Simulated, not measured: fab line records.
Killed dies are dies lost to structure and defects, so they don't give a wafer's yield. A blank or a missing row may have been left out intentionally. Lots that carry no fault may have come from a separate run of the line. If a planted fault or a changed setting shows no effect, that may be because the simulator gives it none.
Which tool was responsible? | flow gf180mcu | 13 lots with 39 wafers sampled at 4 steps, on a route of 602 steps

## WHAT THE GAUGES READ, wafer by wafer
GF_M5_OVL_MEAS_08. Usual: for M5_OVL the level is 4 nm and the standard deviation is 5.8.
lot  | measured     | on         | M5_OVL (nm) | flag
L189 | day 26 08:08 | overlay-02 | 12 9 9      |
L190 | day 26 13:49 | overlay-01 | 12 4 5      |
L191 | day 26 23:43 | overlay-02 | -1 4 -5     |
L192 | day 27 01:40 | overlay-02 | 14 5 3      |
L193 | day 27 11:06 | overlay-02 | -2 -1 3     |
L195 | day 28 01:49 | overlay-01 | -4 6 3      |
L196 | day 28 13:30 | overlay-01 | -7 -4 -3    |
L197 | day 28 20:01 | overlay-01 | 6 -1 3      |
L198 | day 29 01:24 | overlay-01 | 5 2 7       |
L199 | day 29 08:28 | overlay-01 | 6 1 11      |
L200 | day 29 17:39 | overlay-01 | 2 5 9       |
L201 | day 29 22:19 | overlay-01 | -3 0 9      |
L208 | day 32 05:06 | overlay-01 | 13 8 15     |

## EACH LOT AND THE TOOL THAT RAN IT (in order: tool; ch and the chambers of the sampled wafers; start)
lot  | GF_SALICIDE_SPUTTER_03       | GF_V3_SPUTTER_22             | GF_M4_STRIP_17
L189 | pvd_sputter-02, day 15 04:11 | pvd_sputter-03, day 22 11:40 | plasma_asher-04 ch 0,1, day 23 11:19
L190 | pvd_sputter-02, day 15 11:13 | pvd_sputter-02, day 22 17:50 | plasma_asher-03 ch 0,1, day 23 17:28
L191 | pvd_sputter-02, day 15 19:37 | pvd_sputter-03, day 23 03:56 | plasma_asher-04 ch 0,1, day 24 03:26
L192 | pvd_sputter-01, day 15 22:47 | pvd_sputter-03, day 23 06:20 | plasma_asher-03 ch 0,1, day 24 05:48
L193 | pvd_sputter-02, day 16 09:05 | pvd_sputter-02, day 23 15:01 | plasma_asher-01 ch 0,1, day 24 14:41
L195 | pvd_sputter-01, day 17 00:24 | pvd_sputter-03, day 24 07:59 | plasma_asher-04 ch 0,1, day 25 07:14
L196 | pvd_sputter-04, day 17 13:14 | pvd_sputter-03, day 24 19:58 | plasma_asher-01 ch 0,1, day 25 18:54
L197 | pvd_sputter-02, day 17 19:55 | pvd_sputter-01, day 25 02:19 | plasma_asher-03 ch 0,1, day 26 01:33
L198 | pvd_sputter-02, day 18 04:40 | pvd_sputter-03, day 25 10:25 | plasma_asher-04 ch 0,1, day 26 09:14
L199 | pvd_sputter-01, day 18 13:55 | pvd_sputter-01, day 25 17:43 | plasma_asher-01 ch 0,1, day 26 16:20
L200 | pvd_sputter-01, day 19 01:40 | pvd_sputter-03, day 26 03:31 | plasma_asher-04 ch 0,1, day 27 02:23
L201 | pvd_sputter-02, day 19 08:17 | pvd_sputter-02, day 26 11:01 | plasma_asher-04 ch 0, day 27 08:25
L208 | pvd_sputter-02, day 22 10:49 | pvd_sputter-03, day 29 01:47 | plasma_asher-04 ch 0,1, day 29 22:12
- GF_SALICIDE_SPUTTER_03: material TiN, target thk 20 nm, time 16.7 s.
- GF_V3_SPUTTER_22: material TiN, target thk 10 nm, time 40 s.
- GF_M4_STRIP_17: strips in O2/N2.

## WHAT THE TOOLS THEMSELVES READ (means of the sampled wafers that have a number; where no wafer has one, the mark that the record gives instead)
GF_SALICIDE_SPUTTER_03. Usual: throttle_valve_pct 29.9 %, standard deviation 1.1.
lot  | tool           | throttle_valve_pct (%) | flag
L189 | pvd_sputter-02 | 29.2                   |
L190 | pvd_sputter-02 | 28.9                   |
L191 | pvd_sputter-02 | 29.9                   |
L192 | pvd_sputter-01 | 30.3                   |
L193 | pvd_sputter-02 | 28.9                   |
L195 | pvd_sputter-01 | 30.4                   |
L196 | pvd_sputter-04 | 29.6                   |
L197 | pvd_sputter-02 | 30.4                   |
L198 | pvd_sputter-02 | 29.2                   |
L199 | pvd_sputter-01 | 30.4                   |
L200 | pvd_sputter-01 | 30.0                   |
L201 | pvd_sputter-02 | 29.3                   |
L208 | pvd_sputter-02 | 29.7                   |

GF_V3_SPUTTER_22. Usual: throttle_valve_pct 29.7 %, standard deviation 1.
lot  | tool           | throttle_valve_pct (%) | flag
L189 | pvd_sputter-03 | 29.6                   |
L190 | pvd_sputter-02 | 29.0                   |
L191 | pvd_sputter-03 | 29.0                   |
L192 | pvd_sputter-03 | 28.7                   |
L193 | pvd_sputter-02 | 29.9                   |
L195 | pvd_sputter-03 | 29.0                   |
L196 | pvd_sputter-03 | 29.7                   |
L197 | pvd_sputter-01 | 30.1                   |
L198 | pvd_sputter-03 | 29.4                   |
L199 | pvd_sputter-01 | 30.4                   |
L200 | pvd_sputter-03 | 29.3                   |
L201 | pvd_sputter-02 | 29.7                   |
L208 | pvd_sputter-03 | 29.1                   |

GF_M4_STRIP_17. Usual: drypump_motor_current_A 5.85 A, standard deviation 0.16; heater_power_w 345 W, standard deviation 29; n2_flow_sccm 300.1 sccm, standard deviation 0.92; oes_product_au 0.537 a.u., standard deviation 0.005; platen_temp_c 249.99 C, standard deviation 0.18; strip_time_to_endpoint_s 7.38 s, standard deviation 0.046.
lot  | tool            | drypump_motor_current_A (A) | heater_power_w (W) | n2_flow_sccm (sccm) | oes_product_au (a.u.) | platen_temp_c (C) | strip_time_to_endpoint_s (s) | flag
L189 | plasma_asher-04 | 5.96                        | 339                | 300.1               | 0.540                 | 249.84            | 7.39                         |
L190 | plasma_asher-03 | 5.76                        | 381                | 299.3               | 0.536                 | 250.12            | 7.36                         |
L191 | plasma_asher-04 | 5.95                        | 333                | 300.8               | 0.533                 | 249.88            | 7.35                         |
L192 | plasma_asher-03 | 5.77                        | 378                | 299.7               | 0.537                 | 250.20            | 7.34                         |
L193 | plasma_asher-01 | 5.67                        | 318                | 300.9               | 0.539                 | 249.96            | 7.32                         |
L195 | plasma_asher-04 | 6.02                        | 346                | 299.7               | 0.539                 | 250.04            | 7.33                         |
L196 | plasma_asher-01 | 5.68                        | 313                | 300.3               | 0.541                 | 249.90            | 7.42                         |
L197 | plasma_asher-03 | 5.82                        | 377                | 299.5               | 0.543                 | 249.92            | 7.41                         |
L198 | plasma_asher-04 | 5.95                        | 330                | 300.8               | 0.531                 | 249.94            | 7.30                         |
L199 | plasma_asher-01 | 5.69                        | 337                | 299.2               | 0.536                 | 249.94            | 7.37                         |
L200 | plasma_asher-04 | 5.95                        | 336                | 299.3               | 0.533                 | 249.93            | 7.30                         |
L201 | plasma_asher-04 | 5.90                        | 330                | 300.4               | 0.539                 | 250.01            | 7.39                         |
L208 | plasma_asher-04 | 6.02                        | 343                | 300.2               | 0.541                 | 249.89            | 7.37                         |

## THE ANSWER, worked out from the rows above alone
Rule: lot off if the mean of its wafers having a number is beyond 3 standard deviations from the usual mean. A lot without any number at a reading at which 4 lots or more have one is off too. Any other lot the step has rows for is counted as sound. After the gauges, taken in route order, come the tools' own readings; for these a lot's mean is taken, as printed above. At the first step where some lot is off, the reading lying furthest off is the one used; lots without a number count as furthest.
Nothing can be told from this: no lot is off at any reading shown.

## WHAT THE SIMULATOR HAD PUT IN
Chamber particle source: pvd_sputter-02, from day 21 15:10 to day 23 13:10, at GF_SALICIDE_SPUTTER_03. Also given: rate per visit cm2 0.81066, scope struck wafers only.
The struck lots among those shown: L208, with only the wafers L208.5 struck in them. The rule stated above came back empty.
